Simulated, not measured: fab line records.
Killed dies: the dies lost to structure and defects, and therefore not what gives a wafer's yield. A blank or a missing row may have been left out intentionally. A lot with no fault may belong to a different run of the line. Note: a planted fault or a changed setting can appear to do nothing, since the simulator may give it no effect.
Chamber matching :: flow gf180mcu :: GF_STI_CMP_25 on cmp-01: 4 sister chambers
The step polishes, stops on Si3N4, t overpolish 33 s, target thk 524.6 nm. 8 wafers are shown with their chamber, then 7 later ones without.

== WAFERS PAIRED WITH THEIR CHAMBERS ==
wafer: L300.3
chamber: 2
motor current A (A): 11.7
time to endpoint s (s): 125

wafer: L304.1
chamber: 2
motor current A (A): 12.1
time to endpoint s (s): 127

wafer: L304.5
chamber: 0
motor current A (A): 11.7
time to endpoint s (s): 137

wafer: L305.3
chamber: 1
motor current A (A): 10.0
time to endpoint s (s): 135

wafer: L305.5
chamber: 3
motor current A (A): 10.1
time to endpoint s (s): 126

wafer: L305.6
chamber: 0
motor current A (A): 12.5
time to endpoint s (s): 132

wafer: L306.2
chamber: 1
motor current A (A): 9.8
time to endpoint s (s): 129

wafer: L306.3
chamber: 3
motor current A (A): 10.1
time to endpoint s (s): 119

== WAFERS WHOSE CHAMBER IS MISSING ==
wafer: L306.6
motor current A (A): 11.7
time to endpoint s (s): 117

wafer: L307.1
motor current A (A): 11.5
time to endpoint s (s): 124

wafer: L307.3
motor current A (A): 10.7
time to endpoint s (s): 121

wafer: L307.5
motor current A (A): 11.9
time to endpoint s (s): 121

wafer: L321.1
motor current A (A): 10.4
time to endpoint s (s): 129

wafer: L321.3
motor current A (A): 12.1
time to endpoint s (s): 131

wafer: L321.6
motor current A (A): 9.7
time to endpoint s (s): 132

== WHICH CHAMBER EACH WENT THROUGH ==
wafer: L306.6
from the rows above: 2
in truth: 2

wafer: L307.1
from the rows above: can't be placed: 2 or 0
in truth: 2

wafer: L307.3
from the rows above: can't be placed: 3 or 1
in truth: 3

wafer: L307.5
from the rows above: 2
in truth: 2

wafer: L321.1
from the rows above: can't be placed: 1 or 3
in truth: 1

wafer: L321.3
from the rows above: can't be placed: 0 or 2
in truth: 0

wafer: L321.6
from the rows above: 1
in truth: 1
3 of 7 placed correctly. These rows do not allow placing 4 (true chamber among the candidates in 4). Placed wrongly: 0.
How it was worked out, from the rows above alone: a wafer's distance from a chamber is the root of the sum, over the readings, of the square of ((its reading less the chamber's mean) divided by the reading's scatter). The wafer belongs to the nearest chamber; if the next one is less than 2 further off, it can't be placed. The mean given for a chamber averages the wafers shown for that chamber. The scatter: the root of (the sum of the squares of (reading less its chamber's mean) over the shown wafers, divided by (wafers less chambers)).
